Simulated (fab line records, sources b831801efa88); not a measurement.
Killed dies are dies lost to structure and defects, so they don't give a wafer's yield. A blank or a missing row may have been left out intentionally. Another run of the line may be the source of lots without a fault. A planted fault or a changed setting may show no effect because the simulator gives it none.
Struck lot and sound lot, side by side ; flow gf180mcu ; 33 steps out of a route of 602
Sound: wafers L960.1, L960.2, L960.6. Wafers L980.2, L980.3, L980.4 were the ones struck. Last of all comes the cause.
Each step with rows lists, per side, the tool, then ch with its chambers, then its first start. Under that, the readings that differ: sound wafers ; struck wafers ; difference of the means ; sigmas: that difference in standard deviations of wafers without a fault.
alike: readings whose means differ by less than 2 such deviations, and words and numbers that are the same on both sides. not compared: withheld readings, readings that some wafer has no value for, bounds like >300 that may hide the same value, and numbers for which the record gives no deviation and whose values overlap.
A row with sigmas, a row that says differs or no value, or rows on one side alone: a step with any of these is where the two part. Non-overlapping numbers with no deviation appear without sigmas and do not part them. A reading missing from all wafers of one side parts the sides only when that side holds two or more wafers.

first, 1 step without rows for these wafers: GF_M5_DEVELOP_06 (develop time 60 s).
GF_M5_CD_MEAS_07: target cd 280 nm.
  sound on cd-sem-01, day 26 13:10; struck on cd-sem-01, day 32 17:01
  alike: cd-nm
GF_M5_OVL_MEAS_08:
  sound on overlay-01, day 26 13:17; struck on overlay-02, day 32 17:08
  alike: M5_OVL
GF_M5_ETCH_09: etches Si3N4 in CF4/O2, target depth 52 nm, time 11.6 s.
  sound on rie-diel-04 ch 0,3, day 26 13:20; struck on rie-diel-02 ch 1,2,3, day 32 17:10
  alike: drypump-motor-current-A, oes-product-au, throttle-valve-pct
  not compared: rf-hours-counter-h
GF_M5_METAL_ETCH_10: etches the open film in Cl2/BCl3, stops on SiO2, target depth 627.5 nm, time 104.6 s.
  sound on rie-metal-02 ch 0,1, day 26 13:21; struck on rie-metal-04 ch 0,1, day 32 17:11
  alike: drypump-motor-current-A, oes-product-au, throttle-valve-pct
  not compared: rf-hours-counter-h
then, 4 steps without rows for these wafers: GF_M5_STRIP_11 (strips in O2/N2); GF_M5_STRIP_12 (strips in post etch residue remover, time 1200 s); GF_M5_CLEAN_13 (cleans in DIW); GF_V5_CVD_00 (deposits SiO2, target thk 300 nm, time 50 s).
GF_V5_THK_MEAS_01:
  sound on film-metro-03, day 26 14:04; struck on film-metro-03, day 32 17:53
  alike: V5_CVD_00_THK
then, 1 step without rows for these wafers: GF_V5_CVD_02 (deposits SiO2 from TEOS, target thk 1450 nm, time 163.28 s).
GF_V5_THK_MEAS_03:
  sound on film-metro-04, day 26 14:14; struck on film-metro-04, day 32 18:04
  alike: V5_CVD_02_THK
GF_V5_CMP_04: polishes SiO2.
  sound on cmp-01 ch 0,1,3, day 26 14:24; struck on cmp-02 ch 0,1,3, day 32 18:07
  no value came back on the struck wafers for edge-zone-pressure-frac, head-pressure-psi (psi), motor-current-A (A), slurry-flow-ml-min; on the sound wafers edge-zone-pressure-frac reads 0.998 0.997 1.003
reading;sound;struck;difference;sigmas
model.SiO2_of_V5_CVD_02.thk-nm (nm);853.9 856.6 856.1;1434 1461 1483;+604;
GF_V5_BOW_MEAS_05:
  sound on film-metro-04, day 26 14:36; struck on film-metro-03, day 32 18:26
  alike: V5_BOW
then, 8 steps without rows for these wafers: GF_V5_DEHYDRATE_06 (time 60 s); GF_V5_HMDS_07 (prime time 60 s); GF_V5_COAT_08; GF_V5_COAT_09 (resist thk 1000 nm); GF_V5_SOFTBAKE_10 (time 60 s); GF_V5_EXPOSE_11 (exposes mask Via5, target cd 260 nm); GF_V5_PEB_12 (peb time 90 s); GF_V5_DEVELOP_13 (develop time 60 s).
GF_V5_CD_MEAS_14: target cd 260 nm.
  sound on cd-sem-02, day 27 10:52; struck on cd-sem-02, day 33 10:17
  alike: cd-nm
GF_V5_OVL_MEAS_15:
  sound on overlay-01, day 27 10:59; struck on overlay-01, day 33 10:24
  alike: V5_OVL
GF_V5_ETCH_16: etches BARC in N2/H2.
  sound on rie-diel-04 ch 0,2,3, day 27 11:01; struck on rie-diel-02 ch 0,1,2, day 33 10:26
  alike: drypump-motor-current-A, n2-flow-sccm, oes-product-au, throttle-valve-pct
GF_V5_ETCH_17: etches SiO2 in C4F8/O2/Ar, stops on TiN, target depth 855 nm.
  sound on rie-diel-04 ch 0,2,3; struck on rie-diel-02 ch 0,1,2
reading;sound;struck;difference;sigmas
oes-product-au (a.u.);0.860 0.859 0.869;1.632 1.610 1.610;+0.755;+99 or more
model.V5.feature-depth-nm (nm);853.9 856.6 856.1;1105 1087 1092;+239;
model.etch.depth-nm (nm);853.9 856.6 856.1;1105 1087 1092;+239;
GF_V5_STRIP_18: strips in O2/N2.
  sound on plasma-asher-03 ch 0,1, day 27 11:10; struck on plasma-asher-02 ch 0,1, day 33 10:35
  alike: drypump-motor-current-A, heater-power-w, n2-flow-sccm, oes-product-au
  not compared: rf-hours-counter-h
then, 2 steps without rows for these wafers: GF_V5_STRIP_19 (strips in post etch residue remover, time 1200 s); GF_V5_CLEAN_20 (cleans in DIW).
GF_V5_SPUTTER_21: material Ti, target thk 15 nm, time 80.02 s.
  sound on pvd-sputter-04, day 27 11:43; struck on pvd-sputter-02, day 33 11:11
  alike: throttle-valve-pct
then, 2 steps without rows for these wafers: GF_V5_SPUTTER_22 (material TiN, target thk 10 nm, time 40 s); GF_V5_CVD_23 (deposits W, target thk 350 nm, time 104.9 s).
GF_V5_CMP_26: polishes, stops on SiO2, t overpolish 15 s, target thk 0 nm.
  sound on cmp-02 ch 0,3, day 27 12:06; struck on cmp-02 ch 0,1,3, day 33 11:35
reading;sound;struck;difference;sigmas
model.SiO2_of_V5_CVD_02.thk-nm (nm);850.1 852.9 852.3;1430 1457 1479;+604;
  alike: edge-zone-pressure-frac, head-pressure-psi, motor-current-A, slurry-flow-ml-min

== WHERE THEY PART ==
Last at GF_V5_ETCH_17 as far as this record goes, first at GF_V5_CMP_04. Later steps at which nothing parts them and some readings are alike: GF_V5_STRIP_18, GF_V5_SPUTTER_21, GF_V5_CMP_26.

WHY: whatever the simulator had introduced
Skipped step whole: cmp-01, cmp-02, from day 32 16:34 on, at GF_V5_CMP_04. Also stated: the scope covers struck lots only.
